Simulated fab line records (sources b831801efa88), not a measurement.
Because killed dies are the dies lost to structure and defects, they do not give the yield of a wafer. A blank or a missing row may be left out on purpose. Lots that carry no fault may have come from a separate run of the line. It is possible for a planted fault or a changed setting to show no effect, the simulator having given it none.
Chamber matching    flow sky130    SKY_LI_CONTACT_ETCH_15 on rie diel-04 has 4 sister chambers
The step etches PSG in C4F8/O2/Ar, stops on Si, target depth 600 nm. 8 wafers are shown with their chamber, then 7 later ones without.

== WAFERS WITH THEIR CHAMBER ==
wafer   chamber  rf fwd power W (W)  oes product au (a.u.)
L083.5  0        1488                0.830
L083.6  1        1489                0.828
L087.2  3        1493                0.826
L087.6  3        1492                0.833
L088.5  2        1492                0.826
L088.6  1        1496                0.832
L090.1  2        1492                0.830
L090.4  0        1488                0.836

== WAFERS WITH NO CHAMBER GIVEN ==
wafer   rf fwd power W (W)  oes product au (a.u.)
L090.5  1493                0.833
L091.2  1500                0.838
L091.3  1494                0.838
L091.5  1494                0.828
L093.1  1503                0.824
L093.5  1491                0.839
L093.6  1493                0.837

== WHICH CHAMBER EACH ONE RAN IN ==
wafer   from the rows above                in truth
L090.5  can't be placed: 1 or 3 or 2 or 0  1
L091.2  can't be placed: 1 or 3 or 2 or 0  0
L091.3  can't be placed: 1 or 3 or 0 or 2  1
L091.5  can't be placed: 3 or 1 or 2       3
L093.1  can't be placed: 3 or 1 or 2       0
L093.5  can't be placed: 0 or 1 or 3 or 2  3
L093.6  can't be placed: 1 or 3 or 0 or 2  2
Correctly placed: 0 of 7. Unplaceable from these rows: 7, with the true chamber sitting among the candidates in 6. Wrongly placed: 0.
How it was worked out, from the rows above alone: a wafer's distance from a chamber is the root of the sum, over the readings, of the square of ((its reading less the chamber's mean) divided by the reading's scatter). If the next closest chamber is less than 2 further off than the closest, the wafer can't be placed; otherwise it belongs to the closest. The mean given for a chamber averages the wafers shown for that chamber. The scatter: take each reading less its chamber's mean, square it, sum over the shown wafers, divide by the number of wafers less the number of chambers, and take the root.
